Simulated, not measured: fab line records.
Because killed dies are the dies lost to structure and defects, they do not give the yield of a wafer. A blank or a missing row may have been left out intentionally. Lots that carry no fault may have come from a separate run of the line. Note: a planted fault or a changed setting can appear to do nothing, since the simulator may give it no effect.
Chamber matching	flow sfq line	SFQ_TRILAYER_I6_CMP_CMP_166 on cmp-02 has 4 sister chambers
The step polishes SiO2. 8 wafers are shown with their chamber, then 7 later ones without.

## WAFERS, EACH WITH ITS CHAMBER
wafer	chamber	motor current A (A)	time to endpoint s (s)
L996.5	1	10.7	221
L996.6	2	12.1	219
L101.5	1	10.2	221
L103.4	3	10.4	209
L103.5	3	10.3	211
L103.6	0	10.9	216
L105.2	2	11.7	213
L105.1	0	10.7	207

## WAFERS WITH NO CHAMBER GIVEN
wafer	motor current A (A)	time to endpoint s (s)
L105.6	11.1	218
L113.2	10.7	209
L113.4	10.3	216
L113.5	10.3	213
L115.1	10.7	209
L115.4	10.4	211
L115.5	11.5	212

## THE CHAMBER EACH PASSED THROUGH
wafer	from the rows above	in truth
L105.6	can't be placed: 0 or 1 or 2 or 3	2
L113.2	can't be placed: 0 or 3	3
L113.4	can't be placed: 1 or 3 or 0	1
L113.5	can't be placed: 3 or 0 or 1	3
L115.1	can't be placed: 0 or 3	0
L115.4	can't be placed: 3 or 0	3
L115.5	can't be placed: 2 or 0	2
0 of 7 placed correctly. Cannot be placed on the basis of these rows: 7; the candidates contain the true chamber in 7. Wrongly placed: 0.
How it was worked out, from the rows above alone: a wafer's distance from a chamber is the root of the sum, over the readings, of the square of ((its reading less the chamber's mean) divided by the reading's scatter). If the next closest chamber is less than 2 further off than the closest, the wafer can't be placed; otherwise it belongs to the closest. The mean given for a chamber averages the wafers shown for that chamber. The scatter: the root of (the sum of the squares of (reading less its chamber's mean) over the shown wafers, divided by (wafers less chambers)).
